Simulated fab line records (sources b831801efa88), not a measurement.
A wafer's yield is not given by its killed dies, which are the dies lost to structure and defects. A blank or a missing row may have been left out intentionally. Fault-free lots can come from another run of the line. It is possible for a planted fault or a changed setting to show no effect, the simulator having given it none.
fab line records	flow sky130
record lots=24	wafers=72	lastDay=50
route steps=708 shown FIELD_ISO@15 VT_ADJUST_NCORE@129 VT_ADJUST_HVTR@139 LDD_LDN@301 POLY_CUT@317 SD_P@331
lots that met no fault: taken from a fault-free run of the same line
startH: hours from the record's first day to the start of the lot's first wafer shown	waitH: hours from the lot's prior step to this one	" the same as in the row above	L1.1+2: a single row standing in for several wafers	- no value, or no start was given	* or withheld: withheld	< > ~ a bound
route shown NAME@n: a module of which the file shows steps, and the number in the route of the first	usual: mean and standard deviation over wafers with no fault	same: alike in all rows	chamber/n: place in a boat	sites: per-site readings	_std_site: their standard deviation	_edge_site: outer sites' mean less inner sites'	radiusMm: for every site, how far away it sits from the centre of the wafer	mask NAME#n: copy n	behind: the last tool/chamber to shape the wafer	hold: cause of the lot's hold/its duration in hours/its outcome	device: transistor that didn't switch, given as n, p or np	end of line: the same wafers' tests at the end of the route	a step with no rows: only its recipe	killed: the dies lost at the first sort to structure and to defects; this is not the yield of the wafer	map: dies across one wafer; x = killed, . = not, _ = none there
set.NAME: the setting that was run; set.NAME@STEP: the one run at that earlier step	model.NAME: the simulator's own value behind a step, which no gauge read
steps of the route over a sample of lots; a table a step, a row a wafer
services: the hour from which a tool's chamber was out of use, counted from the record's first day as startH (under 0 if before that day), plus the number of hours and why
## steps
# step SKY_FIELD_ISO_ETCH_14
# recipe chemistry=N2/H2	target=BARC	ionEnergyEv=200	sourceW=500	biasW=100	pressureMtorr=30	n2FlowSccm=100	h2FlowSccm=200	stopOn=SiO2	timeS=45.9	targetDepthA=600
# usual drypumpMotorCurrentA=5.8/0.42	h2FlowSccm=200.0/0.61	oesProductAu=0.853/0.0048	throttleValvePct=13.226/0.0098
lot.wafer	tool	chamber	startH	waitH	drypumpMotorCurrentA	h2FlowSccm	oesProductAu	rfHoursCounterH	throttleValvePct
L074.1	rieDiel-04	2	27.09	0.1	6.0	199.5	0.851	5	13.228
L074.2	"	1	"	"	5.6	199.6	0.855	79	13.235
L074.3	"	3	"	"	6.2	198.8	0.850	169	13.205
L075.3	rieDiel-03	2	34.34	0.1	5.5	199.9	0.849	106	13.221
L075.4	"	1	"	"	6.1	200.8	0.847	1	13.221
L075.5	"	3	"	"	5.9	199.5	0.857	-	13.231
L076.1	rieDiel-04	3	40.03	0.1	6.2	200.2	0.849	169	13.232
L076.2	"	1	"	"	5.6	199.7	0.856	79	13.236
L076.4	"	0	"	"	5.9	200.2	0.855	2	13.227
L077.4	rieDiel-02	2	44.10	0.1	6.5	200.0	0.848	-	13.223
L077.5	"	3	"	"	5.5	200.2	0.859	-	13.226
L077.6	"	0	"	"	5.1	199.5	0.845	-	13.203
L078.1	rieDiel-03	1	52.78	0.1	6.0	200.7	0.847	2	13.244
L078.2	"	3	"	"	5.9	200.6	0.847	1	13.223
L078.4	"	2	"	"	5.5	199.0	0.859	107	13.222
L079.2	rieDiel-03	3	57.43	0.1	5.9	199.9	0.848	1	13.215
L079.4	"	0	"	"	5.7	200.2	0.848	60	13.216
L079.6	"	2	"	"	5.5	200.2	0.852	-	13.206
L080.1	rieDiel-02	1	62.29	0.1	6.3	199.1	0.852	0	13.209
L080.3	"	2	"	"	6.4	199.8	0.862	3	13.224
L080.4	"	0	"	"	5.1	200.3	0.859	134	13.226
L081.2	rieDiel-02	1	67.89	0.1	6.3	201.5	0.851	0	13.223
L081.5	"	2	"	"	6.5	200.3	0.852	-	13.221
L081.6	"	1	"	"	6.3	201.2	0.847	-	13.211
L082.2	rieDiel-04	1	72.19	0.1	5.6	200.7	0.856	80	13.218
L082.3	"	0	"	"	5.9	199.2	0.852	3	13.244
L082.6	"	2	"	"	6.0	198.7	0.852	-	13.221
L083.1	rieDiel-02	1	76.03	0.1	6.3	199.6	0.856	1	13.226
L083.4	"	3	"	"	5.5	199.7	0.856	135	13.246
L083.5	"	2	"	"	6.4	199.8	0.858	-	13.226
L084.1	rieDiel-03	2	80.24	0.1	5.5	199.5	0.850	107	13.212
L084.4	"	3	"	"	5.9	200.7	0.852	2	13.231
L084.6	"	1	"	"	6.0	199.6	0.858	-	13.212
L085.1	rieDiel-02	2	87.59	0.1	6.4	199.6	0.854	4	13.222
L085.3	"	0	"	"	5.1	200.4	0.859	134	13.223
L085.6	"	3	"	"	5.4	200.6	0.860	-	13.226
L086.2	rieDiel-04	0	92.04	0.1	5.9	199.9	0.859	3	13.251
L086.5	"	2	"	"	6.0	200.4	0.853	-	13.224
L086.6	"	1	"	"	5.6	199.6	0.844	-	13.217
L087.2	rieDiel-02	1	97.39	0.1	6.3	201.2	0.852	1	13.221
L087.4	"	2	"	"	6.4	200.2	0.856	4	13.212
L087.5	"	0	"	"	5.1	200.3	0.851	-	13.226
L088.1	rieDiel-03	3	101.86	0.1	5.9	199.9	0.853	2	13.223
L088.3	"	0	"	"	5.7	200.1	0.851	60	13.223
L088.4	"	1	"	"	6.1	200.1	0.854	2	13.252
L089.2	rieDiel-03	0	106.28	0.1	5.7	199.5	0.850	60	13.223
L089.3	"	2	"	"	5.5	200.4	0.862	108	13.210
L089.4	"	3	"	"	5.9	199.6	0.854	2	13.222
L090.3	rieDiel-02	0	113.63	0.1	5.1	200.4	0.856	134	13.238
L090.5	"	0	"	"	5.1	199.7	0.860	-	13.223
L090.6	"	1	"	"	6.3	200.1	0.849	-	13.220
L091.2	rieDiel-02	1	123.29	0.1	6.3	199.4	0.849	2	13.218
L091.4	"	3	"	"	5.5	200.2	0.844	135	13.233
L091.5	"	0	"	"	5.1	200.9	0.861	-	13.215
L092.1	rieDiel-04	3	123.41	0.1	6.2	199.9	0.852	1	13.221
L092.2	"	0	"	"	5.9	200.6	0.856	4	13.239
L092.4	"	1	"	"	5.6	200.3	0.848	81	13.220
L093.2	rieDiel-02	2	128.49	0.1	6.4	200.9	0.846	5	13.216
L093.3	"	1	"	"	6.3	199.7	0.850	2	13.241
L093.5	"	3	"	"	5.5	199.5	0.851	-	13.225
L094.1	rieDiel-02	2	133.79	0.1	6.5	199.5	0.856	5	13.240
L094.2	"	3	"	"	5.5	200.4	0.859	136	13.226
L094.6	"	0	"	"	5.1	198.8	0.858	-	13.220
L095.1	rieDiel-02	2	138.99	0.1	6.4	199.9	0.853	5	13.229
L095.2	"	0	"	"	5.1	201.0	0.856	135	13.228
L095.3	"	1	"	"	6.3	200.1	0.862	2	13.217
L096.3	rieDiel-03	0	142.84	0.1	5.6	200.7	0.842	61	13.223
L096.4	"	2	"	"	5.5	200.5	0.849	108	13.222
L096.5	"	1	"	"	6.1	200.3	0.856	-	13.229
L097.3	rieDiel-04	3	148.09	0.1	6.2	199.7	0.845	1	13.222
L097.4	"	0	"	"	5.9	199.8	0.853	5	13.234
L097.5	"	0	"	"	5.8	200.6	0.857	-	13.226
# step SKY_VT_ADJUST_NCORE_STRIP_10
# recipe chemistry=O2/N2	powerW=1400	pressureMtorr=1500	platenTempC=withheld	o2FlowSccm=3000	n2FlowSccm=300	overashFraction=0.5
# usual drypumpMotorCurrentA=5.7/0.47	oesProductAu=0.716/0.0044	stripTimeToEndpointS=14.17/0.036
# same overashFraction=0.5
lot.wafer	tool	chamber	startH	waitH	drypumpMotorCurrentA	oesProductAu	rfHoursCounterH	stripTimeToEndpointS
L074.1	plasmaAsher-01	0	182.38	0.1	5.3	0.715	6	14.16
L074.2	"	1	"	"	6.4	0.723	6	14.14
L074.3	"	0	"	"	5.3	0.719	-	14.16
L075.3	plasmaAsher-02	1	191.41	0.1	6.0	0.716	-	14.21
L075.4	"	0	"	"	5.4	0.714	-	14.18
L075.5	"	0	"	"	5.4	0.716	-	14.16
L076.1	plasmaAsher-01	0	198.31	0.1	5.3	0.719	8	14.21
L076.2	"	1	"	"	6.5	0.714	8	14.22
L076.4	"	1	"	"	6.5	0.718	-	14.16
L077.4	plasmaAsher-04	1	206.86	0.1	5.7	0.711	-	14.11
L077.5	"	0	"	"	5.0	0.720	-	14.18
L077.6	"	1	"	"	5.6	0.716	-	14.13
L078.1	plasmaAsher-04	1	214.45	0.1	5.7	0.709	37	14.15
L078.2	"	0	"	"	5.0	0.720	37	14.12
L078.4	"	1	"	"	5.7	0.709	-	14.18
L079.2	plasmaAsher-01	1	224.72	0.1	6.5	0.714	11	14.15
L079.4	"	1	"	"	6.5	0.716	-	14.18
L079.6	"	1	"	"	6.5	0.711	-	14.21
L080.1	plasmaAsher-02	1	226.17	0.1	6.1	0.717	55	14.23
L080.3	"	1	"	"	6.1	0.717	-	14.17
L080.4	"	0	"	"	5.4	0.718	-	14.17
L081.2	plasmaAsher-02	0	236.52	0.1	5.4	0.716	56	14.16
L081.5	"	1	"	"	6.0	0.712	-	14.16
L081.6	"	0	"	"	5.4	0.718	-	14.15
L082.2	plasmaAsher-02	1	241.11	0.1	6.0	0.716	57	14.12
L082.3	"	1	"	"	6.1	0.712	-	14.08
L082.6	"	1	"	"	6.1	0.715	-	14.12
L083.1	plasmaAsher-02	1	243.92	0.1	6.1	0.715	58	14.20
L083.4	"	1	"	"	6.0	0.721	-	14.18
L083.5	"	1	"	"	6.1	0.714	-	14.23
L084.1	plasmaAsher-01	0	252.72	0.1	5.3	0.713	13	14.15
L084.4	"	1	"	"	6.4	0.716	-	14.21
L084.6	"	0	"	"	5.3	0.722	-	14.17
L085.1	plasmaAsher-01	1	262.87	0.1	6.5	0.724	14	14.18
L085.3	"	1	"	"	6.5	0.718	-	14.23
L085.6	"	0	"	"	5.3	0.722	-	14.18
L086.2	plasmaAsher-02	0	271.12	0.1	5.4	0.709	61	14.18
L086.5	"	0	"	"	5.4	0.711	-	14.23
L086.6	"	1	"	"	6.0	0.706	-	14.21
L087.2	plasmaAsher-04	0	275.41	0.1	5.0	0.715	42	14.18
L087.4	"	0	"	"	5.0	0.723	-	14.17
L087.5	"	1	"	"	5.6	0.722	-	14.15
L088.1	plasmaAsher-04	1	282.66	0.1	5.7	0.722	43	14.17
L088.3	"	0	"	"	5.0	0.717	-	14.21
L088.4	"	1	"	"	5.6	0.711	-	14.18
L089.2	plasmaAsher-04	0	288.11	0.1	5.0	0.712	43	14.17
L089.3	"	1	"	"	5.6	0.710	-	14.12
L089.4	"	0	"	"	5.0	0.713	-	14.15
L090.3	plasmaAsher-02	1	297.45	0.1	6.0	0.718	-	14.19
L090.5	"	0	"	"	5.4	0.716	-	14.19
L090.6	"	1	"	"	6.0	0.709	-	14.28
L091.2	plasmaAsher-01	0	305.82	0.1	5.3	0.714	18	14.14
L091.4	"	1	"	"	6.5	0.710	-	14.19
L091.5	"	1	"	"	6.5	0.715	-	14.18
L092.1	plasmaAsher-04	0	312.66	0.1	5.0	0.720	46	14.22
L092.2	"	1	"	"	5.6	0.720	46	14.18
L092.4	"	1	"	"	5.7	0.708	-	14.17
L093.2	plasmaAsher-02	1	315.96	0.1	6.1	0.714	65	14.15
L093.3	"	1	"	"	6.0	0.713	-	14.20
L093.5	"	1	"	"	6.1	0.716	-	14.20
L094.1	plasmaAsher-01	1	326.67	0.1	6.5	0.721	20	14.19
L094.2	"	0	"	"	5.3	0.725	20	14.24
L094.6	"	1	"	"	6.5	0.715	-	14.19
L095.1	plasmaAsher-02	1	331.20	0.1	6.0	0.714	67	14.17
L095.2	"	0	"	"	5.4	0.716	67	14.18
L095.3	"	1	"	"	6.1	0.713	-	14.17
L096.3	plasmaAsher-02	1	336.58	0.1	6.0	0.708	-	14.15
L096.4	"	0	"	"	5.4	0.720	-	14.14
L096.5	"	0	"	"	5.4	0.712	-	14.11
L097.3	plasmaAsher-04	1	347.41	0.1	5.7	0.715	-	14.21
L097.4	"	0	"	"	5.0	0.717	-	14.18
L097.5	"	0	"	"	5.1	0.716	-	14.18
# step SKY_VT_ADJUST_HVTR_OVL_MEAS_08
# usual VT_ADJUST_HVTR_OVL=0.0/1.5
lot.wafer	tool	chamber	startH	waitH	VT_ADJUST_HVTR_OVL[nm]
L074.1	overlay-02	-	203.74	0.1	-1.0
L074.2	"	-	"	"	0.9
L074.3	"	-	"	"	0.8
L075.3	overlay-01	-	213.15	0.1	-1.2
L075.4	"	-	"	"	-0.8
L075.5	"	-	"	"	-1.1
L076.1	overlay-02	-	220.18	0.1	1.7
L076.2	"	-	"	"	1.0
L076.4	"	-	"	"	0.7
L077.4	overlay-02	-	229.56	0.1	0.8
L077.5	"	-	"	"	0.2
L077.6	"	-	"	"	-0.1
L078.1	overlay-02	-	237.19	0.1	-0.6
L078.2	"	-	"	"	-0.6
L078.4	"	-	"	"	0.5
L079.2	overlay-02	-	248.35	0.1	-1.7
L079.4	"	-	"	"	-1.8
L079.6	"	-	"	"	-0.3
L080.1	overlay-01	-	249.64	0.1	1.3
L080.3	"	-	"	"	-1.1
L080.4	"	-	"	"	0.0
L081.2	overlay-02	-	260.24	0.1	-1.1
L081.5	"	-	"	"	-2.0
L081.6	"	-	"	"	-1.8
L082.2	overlay-02	-	265.24	0.1	0.8
L082.3	"	-	"	"	1.2
L082.6	"	-	"	"	1.6
L083.1	overlay-02	-	268.74	0.1	-3.8
L083.4	"	-	"	"	-2.6
L083.5	"	-	"	"	-3.2
L084.1	overlay-01	-	276.74	0.1	3.4
L084.4	"	-	"	"	3.4
L084.6	"	-	"	"	-0.2
L085.1	overlay-01	-	288.05	0.1	0.7
L085.3	"	-	"	"	-0.8
L085.6	"	-	"	"	0.3
L086.2	overlay-02	-	295.84	0.1	-3.0
L086.5	"	-	"	"	-4.1
L086.6	"	-	"	"	-3.4
L087.2	overlay-01	-	301.14	0.1	1.4
L087.4	"	-	"	"	1.1
L087.5	"	-	"	"	2.2
L088.1	overlay-01	-	308.08	0.1	-0.8
L088.3	"	-	"	"	1.2
L088.4	"	-	"	"	1.4
L089.2	overlay-01	-	314.05	0.1	0.6
L089.3	"	-	"	"	1.3
L089.4	"	-	"	"	1.0
L090.3	overlay-02	-	323.95	0.1	-0.1
L090.5	"	-	"	"	-1.1
L090.6	"	-	"	"	-1.5
L091.2	overlay-01	-	332.35	0.1	-0.2
L091.4	"	-	"	"	1.5
L091.5	"	-	"	"	0.8
L092.1	overlay-01	-	340.09	0.1	-0.7
L092.2	"	-	"	"	-0.4
L092.4	"	-	"	"	-0.2
L093.2	overlay-01	-	344.30	0.1	0.1
L093.3	"	-	"	"	-0.4
L093.5	"	-	"	"	-1.2
L094.1	overlay-01	-	354.33	0.1	1.0
L094.2	"	-	"	"	1.5
L094.6	"	-	"	"	2.1
L095.1	overlay-01	-	359.14	0.1	0.1
L095.2	"	-	"	"	-2.3
L095.3	"	-	"	"	0.3
L096.3	overlay-01	-	364.20	0.1	0.6
L096.4	"	-	"	"	2.1
L096.5	"	-	"	"	0.8
L097.3	overlay-01	-	375.15	0.1	0.7
L097.4	"	-	"	"	0.6
L097.5	"	-	"	"	-0.3
# step SKY_LDD_LDN_STRIP_12
# recipe chemistry=O2/N2	powerW=1400	pressureMtorr=1500	platenTempC=withheld	o2FlowSccm=3000	n2FlowSccm=300	overashFraction=0.5
# usual drypumpMotorCurrentA=5.5/0.31	oesProductAu=0.716/0.0044	stripTimeToEndpointS=14.18/0.038
# same overashFraction=0.5
lot.wafer	tool	chamber	startH	waitH	drypumpMotorCurrentA	oesProductAu	rfHoursCounterH	stripTimeToEndpointS
L074.1	plasmaAsher-03	0	528.70	0.1	5.6	0.719	10	14.14
L074.2	"	1	"	"	5.1	0.715	10	14.19
L074.3	"	1	"	"	5.1	0.717	-	14.13
L075.3	plasmaAsher-02	1	550.24	0.1	6.0	0.715	-	14.17
L075.4	"	0	"	"	5.4	0.723	-	14.20
L075.5	"	0	"	"	5.4	0.713	-	14.17
L076.1	plasmaAsher-03	0	554.60	0.1	5.6	0.726	12	14.19
L076.2	"	1	"	"	5.1	0.714	12	14.18
L076.4	"	0	"	"	5.6	0.723	-	14.21
L077.4	plasmaAsher-03	0	558.72	0.1	5.6	0.720	-	14.20
L077.5	"	1	"	"	5.1	0.710	-	14.17
L077.6	"	0	"	"	5.6	0.718	-	14.15
L078.1	plasmaAsher-02	1	569.60	0.1	6.1	0.712	90	14.16
L078.2	"	0	"	"	5.4	0.725	90	14.14
L078.4	"	1	"	"	6.1	0.718	-	14.15
L079.2	plasmaAsher-03	0	580.65	0.1	5.6	0.716	15	14.15
L079.4	"	1	"	"	5.2	0.721	-	14.16
L079.6	"	1	"	"	5.1	0.712	-	14.18
L080.1	plasmaAsher-03	1	583.04	0.1	5.2	0.715	15	14.20
L080.3	"	0	"	"	5.6	0.716	-	14.16
L080.4	"	1	"	"	5.2	0.713	-	14.20
L081.2	plasmaAsher-03	0	596.30	0.1	5.6	0.712	17	14.24
L081.5	"	0	"	"	5.6	0.721	-	14.26
L081.6	"	1	"	"	5.2	0.711	-	14.25
L082.2	plasmaAsher-03	0	609.95	0.1	5.5	0.722	18	14.11
L082.3	"	0	"	"	5.6	0.718	-	14.13
L082.6	"	1	"	"	5.2	0.714	-	14.10
L083.1	plasmaAsher-04	0	610.64	0.1	5.0	0.715	75	14.14
L083.4	"	1	"	"	5.7	0.717	-	14.15
L083.5	"	1	"	"	5.6	0.711	-	14.17
L084.1	plasmaAsher-02	0	618.70	0.1	5.4	0.720	95	14.22
L084.4	"	1	"	"	6.1	0.720	-	14.24
L084.6	"	1	"	"	6.1	0.714	-	14.28
L085.1	plasmaAsher-03	1	631.00	0.1	5.1	0.711	20	14.16
L085.3	"	1	"	"	5.1	0.713	-	14.16
L085.6	"	0	"	"	5.6	0.724	-	14.21
L086.2	plasmaAsher-02	1	639.70	0.1	6.0	0.715	96	14.21
L086.5	"	1	"	"	6.0	0.706	-	14.23
L086.6	"	0	"	"	5.4	0.716	-	14.22
L087.2	plasmaAsher-03	1	645.05	0.1	5.1	0.716	22	14.21
L087.4	"	1	"	"	5.1	0.718	-	14.22
L087.5	"	1	"	"	5.1	0.716	-	14.24
L088.1	plasmaAsher-03	0	652.14	0.1	5.6	0.708	23	14.15
L088.3	"	0	"	"	5.6	0.722	-	14.15
L088.4	"	1	"	"	5.2	0.711	-	14.15
L089.2	plasmaAsher-03	1	667.60	0.1	5.2	0.715	23	14.13
L089.3	"	0	"	"	5.6	0.713	-	14.14
L089.4	"	1	"	"	5.2	0.711	-	14.12
L090.3	plasmaAsher-02	1	669.44	0.1	6.1	0.721	-	14.18
L090.5	"	0	"	"	5.4	0.719	-	14.19
L090.6	"	1	"	"	6.1	0.725	-	14.15
L091.2	plasmaAsher-04	0	676.39	0.1	5.0	0.717	82	14.20
L091.4	"	1	"	"	5.7	0.723	-	14.17
L091.5	"	0	"	"	5.0	0.714	-	14.17
L092.1	plasmaAsher-03	0	681.25	0.1	5.6	0.710	25	14.22
L092.2	"	1	"	"	5.1	0.716	25	14.23
L092.4	"	0	"	"	5.5	0.714	-	14.19
L093.2	plasmaAsher-03	0	686.30	0.1	5.6	0.716	26	14.18
L093.3	"	1	"	"	5.1	0.715	-	14.18
L093.5	"	1	"	"	5.2	0.719	-	14.19
L094.1	plasmaAsher-02	0	694.59	0.1	5.4	0.723	102	14.15
L094.2	"	1	"	"	6.0	0.716	102	14.13
L094.6	"	1	"	"	6.0	0.720	-	14.16
L095.1	plasmaAsher-02	0	701.90	0.1	5.4	0.706	103	14.17
L095.2	"	1	"	"	6.0	0.718	103	14.11
L095.3	"	0	"	"	5.4	0.712	-	14.13
L096.3	plasmaAsher-03	0	707.27	0.1	5.6	0.718	-	14.09
L096.4	"	1	"	"	5.1	0.711	-	14.13
L096.5	"	1	"	"	5.1	0.720	-	14.12
L097.3	plasmaAsher-04	0	718.27	0.1	5.0	0.718	-	14.17
L097.4	"	1	"	"	5.7	0.713	-	14.18
L097.5	"	0	"	"	5.0	0.717	-	14.16
# step SKY_POLY_CUT_ETCH_10
# recipe chemistry=N2/H2	target=BARC	ionEnergyEv=200	sourceW=500	biasW=100	pressureMtorr=30	n2FlowSccm=100	h2FlowSccm=200	stopOn=SiO2	timeS=45.9	targetDepthA=600
# usual drypumpMotorCurrentA=5.9/0.38	h2FlowSccm=200.0/0.57	oesProductAu=0.855/0.0045	throttleValvePct=13.224/0.0098
lot.wafer	tool	chamber	startH	waitH	drypumpMotorCurrentA	h2FlowSccm	oesProductAu	rfHoursCounterH	throttleValvePct
L074.1	rieDiel-04	2	558.77	0.0	6.0	200.4	0.852	15	13.213
L074.2	"	3	"	"	6.2	199.2	0.853	10	13.216
L074.3	"	0	"	"	5.9	199.9	0.849	13	13.225
L075.3	rieDiel-03	0	582.08	0.0	5.6	200.1	0.855	67	13.212
L075.4	"	1	"	"	6.0	200.3	0.862	10	13.215
L075.5	"	0	"	"	5.6	200.2	0.860	-	13.231
L076.1	rieDiel-02	3	586.26	0.0	5.5	200.1	0.850	5	13.232
L076.2	"	0	"	"	5.1	199.9	0.856	6	13.246
L076.4	"	1	"	"	6.3	199.7	0.855	9	13.224
L077.4	rieDiel-03	1	590.44	0.0	6.1	200.0	0.860	10	13.222
L077.5	"	2	"	"	5.5	200.3	0.855	-	13.231
L077.6	"	1	"	"	6.0	199.9	0.855	-	13.232
L078.1	rieDiel-04	1	600.92	0.0	5.6	200.1	0.853	2	13.229
L078.2	"	0	"	"	5.8	198.9	0.857	14	13.225
L078.4	"	3	"	"	6.2	200.2	0.853	11	13.232
L079.2	rieDiel-02	3	612.13	0.0	5.5	200.8	0.857	6	13.217
L079.4	"	2	"	"	6.4	198.9	0.854	14	13.214
L079.6	"	3	"	"	5.4	199.3	0.855	-	13.245
L080.1	rieDiel-03	3	614.08	0.0	5.9	200.2	0.858	10	13.213
L080.3	"	2	"	"	5.5	199.2	0.848	4	13.220
L080.4	"	3	"	"	5.9	200.1	0.858	-	13.233
L081.2	rieDiel-03	1	627.62	0.0	6.0	201.1	0.847	11	13.223
L081.5	"	3	"	"	5.9	199.4	0.855	-	13.227
L081.6	"	2	"	"	5.5	200.8	0.850	-	13.223
L082.2	rieDiel-04	3	640.62	0.0	6.2	200.3	0.858	11	13.228
L082.3	"	0	"	"	5.9	199.9	0.855	14	13.214
L082.6	"	2	"	"	6.1	199.4	0.854	-	13.209
L083.1	rieDiel-03	2	642.32	0.0	5.5	200.4	0.857	4	13.225
L083.4	"	0	"	"	5.7	199.3	0.861	0	13.214
L083.5	"	0	"	"	5.7	199.9	0.849	-	13.241
L084.1	rieDiel-02	2	650.97	0.0	6.5	199.9	0.859	15	13.233
L084.4	"	1	"	"	6.4	200.4	0.853	11	13.213
L084.6	"	1	"	"	6.3	200.2	0.852	-	13.234
L085.1	rieDiel-03	2	661.82	0.0	5.5	200.0	0.846	5	13.225
L085.3	"	3	"	"	5.8	199.4	0.858	11	13.227
L085.6	"	2	"	"	5.5	201.0	0.856	-	13.225
L086.2	rieDiel-04	2	669.87	0.0	6.0	200.4	0.864	18	13.229
L086.5	"	2	"	"	6.0	199.1	0.857	-	13.245
L086.6	"	1	"	"	5.6	200.3	0.866	-	13.222
L087.2	rieDiel-02	0	675.27	0.0	5.1	200.9	0.852	8	13.233
L087.4	"	2	"	"	6.4	199.1	0.856	16	13.218
L087.5	"	2	"	"	6.4	198.9	0.855	-	13.226
L088.1	rieDiel-02	0	682.37	0.0	5.1	199.3	0.855	8	13.233
L088.3	"	3	"	"	5.4	200.0	0.854	8	13.213
L088.4	"	1	"	"	6.3	199.6	0.857	12	13.228
L089.2	rieDiel-03	1	696.57	0.0	6.0	199.2	0.854	12	13.225
L089.3	"	0	"	"	5.6	199.9	0.855	1	13.224
L089.4	"	2	"	"	5.5	200.4	0.859	5	13.216
L090.3	rieDiel-02	1	699.27	0.0	6.3	199.4	0.859	12	13.213
L090.5	"	2	"	"	6.5	200.3	0.856	-	13.237
L090.6	"	1	"	"	6.3	199.8	0.862	-	13.230
L091.2	rieDiel-04	1	706.72	0.0	5.6	200.8	0.842	4	13.237
L091.4	"	3	"	"	6.2	199.1	0.856	13	13.209
L091.5	"	0	"	"	5.9	199.8	0.854	-	13.211
L092.1	rieDiel-02	3	711.07	0.0	5.4	199.8	0.851	8	13.224
L092.2	"	1	"	"	6.3	200.7	0.852	12	13.220
L092.4	"	0	"	"	5.1	200.0	0.852	9	13.221
L093.2	rieDiel-03	2	716.07	0.0	5.5	199.6	0.851	5	13.206
L093.3	"	1	"	"	6.1	199.3	0.859	12	13.207
L093.5	"	2	"	"	5.5	200.1	0.850	-	13.210
L094.1	rieDiel-03	3	723.98	0.0	5.8	200.2	0.854	12	13.222
L094.2	"	0	"	"	5.7	200.7	0.847	2	13.202
L094.6	"	3	"	"	5.8	200.1	0.845	-	13.216
L095.1	rieDiel-03	2	731.38	0.0	5.5	200.5	0.856	6	13.212
L095.2	"	3	"	"	5.9	199.9	0.855	12	13.228
L095.3	"	0	"	"	5.6	199.4	0.850	2	13.225
L096.3	rieDiel-03	1	737.17	0.0	6.0	200.7	0.862	13	13.225
L096.4	"	2	"	"	5.5	199.1	0.855	6	13.212
L096.5	"	2	"	"	5.5	199.1	0.856	-	13.215
L097.3	rieDiel-02	2	746.68	0.0	6.4	199.9	0.857	18	13.239
L097.4	"	3	"	"	5.5	200.6	0.856	10	13.217
L097.5	"	0	"	"	5.1	199.4	0.852	-	13.236
# step SKY_SD_P_TW_MEAS_11
# usual SD_P_TW=2840/11
lot.wafer	tool	chamber	startH	waitH	SD_P_TW
L074.1	filmMetro-01	-	588.77	0.1	2836
L074.2	"	-	"	"	2852
L074.3	"	-	"	"	2851
L075.3	filmMetro-01	-	612.14	0.1	2845
L075.4	"	-	"	"	2832
L075.5	"	-	"	"	2849
L076.1	filmMetro-01	-	616.26	0.1	2859
L076.2	"	-	"	"	2845
L076.4	"	-	"	"	2855
L077.4	filmMetro-04	-	620.50	0.1	2840
L077.5	"	-	"	"	2840
L077.6	"	-	"	"	2834
L078.1	filmMetro-01	-	631.26	0.1	2850
L078.2	"	-	"	"	2847
L078.4	"	-	"	"	2860
L079.2	filmMetro-02	-	642.28	0.1	2839
L079.4	"	-	"	"	2840
L079.6	"	-	"	"	2840
L080.1	filmMetro-02	-	644.12	0.1	2837
L080.3	"	-	"	"	2838
L080.4	"	-	"	"	2854
L081.2	filmMetro-02	-	657.33	0.1	2837
L081.5	"	-	"	"	2833
L081.6	"	-	"	"	2834
L082.2	filmMetro-02	-	669.52	0.1	2821
L082.3	"	-	"	"	2833
L082.6	"	-	"	"	2832
L083.1	filmMetro-02	-	671.02	0.1	2826
L083.4	"	-	"	"	2823
L083.5	"	-	"	"	2833
L084.1	filmMetro-04	-	679.71	0.1	2845
L084.4	"	-	"	"	2845
L084.6	"	-	"	"	2863
L085.1	filmMetro-02	-	690.08	0.1	2832
L085.3	"	-	"	"	2829
L085.6	"	-	"	"	2835
L086.2	filmMetro-02	-	697.92	0.1	2843
L086.5	"	-	"	"	2846
L086.6	"	-	"	"	2831
L087.2	filmMetro-04	-	703.88	0.1	2851
L087.4	"	-	"	"	2831
L087.5	"	-	"	"	2841
L088.1	filmMetro-02	-	710.66	0.1	2838
L088.3	"	-	"	"	2833
L088.4	"	-	"	"	2840
L089.2	filmMetro-02	-	724.23	0.1	2831
L089.3	"	-	"	"	2832
L089.4	"	-	"	"	2827
L090.3	filmMetro-02	-	727.53	0.1	2834
L090.5	"	-	"	"	2827
L090.6	"	-	"	"	2830
L091.2	filmMetro-02	-	734.92	0.1	2822
L091.4	"	-	"	"	2831
L091.5	"	-	"	"	2835
L092.1	filmMetro-02	-	739.33	0.1	2844
L092.2	"	-	"	"	2851
L092.4	"	-	"	"	2833
L093.2	filmMetro-04	-	743.77	0.1	2843
L093.3	"	-	"	"	2854
L093.5	"	-	"	"	2845
L094.1	filmMetro-02	-	751.53	0.1	2831
L094.2	"	-	"	"	2839
L094.6	"	-	"	"	2834
L095.1	filmMetro-02	-	758.11	0.1	2839
L095.2	"	-	"	"	2844
L095.3	"	-	"	"	2839
L096.3	filmMetro-02	-	764.73	0.1	2830
L096.4	"	-	"	"	2839
L096.5	"	-	"	"	2841
L097.3	filmMetro-02	-	773.89	0.1	2859
L097.4	"	-	"	"	2851
L097.5	"	-	"	"	2865
## services
tool	chamber	startH	hours	kind
rieDiel-02	-	16.57	0.5	repair
rieDiel-02	1	23.27	9.0	repair
rieDiel-02	0	41.48	2.5	repair
rieDiel-02	3	63.27	1.8	repair
rieDiel-02	-	101.20	0.3	repair
rieDiel-03	0	145.13	2.0	repair
rieDiel-02	0	151.16	1.3	repair
rieDiel-03	0	164.03	10.7	repair
rieDiel-03	-	169.03	15.6	pm
rieDiel-02	-	188.71	28.1	pm
rieDiel-02	1	228.06	25.2	repair
rieDiel-03	3	255.32	10.1	repair
rieDiel-02	2	262.32	2.4	repair
rieDiel-03	0	268.92	7.4	repair
rieDiel-03	3	282.89	19.0	repair
rieDiel-02	3	351.61	5.4	repair
rieDiel-02	-	377.63	2.8	pm
rieDiel-02	3	381.80	28.2	repair
rieDiel-02	2	422.07	12.1	repair
rieDiel-02	1	435.36	3.9	repair
rieDiel-02	-	505.47	14.6	pm
rieDiel-02	1	534.46	19.1	repair
rieDiel-02	0	553.19	2.7	repair
rieDiel-02	1	740.17	2.5	repair
## key
fault none
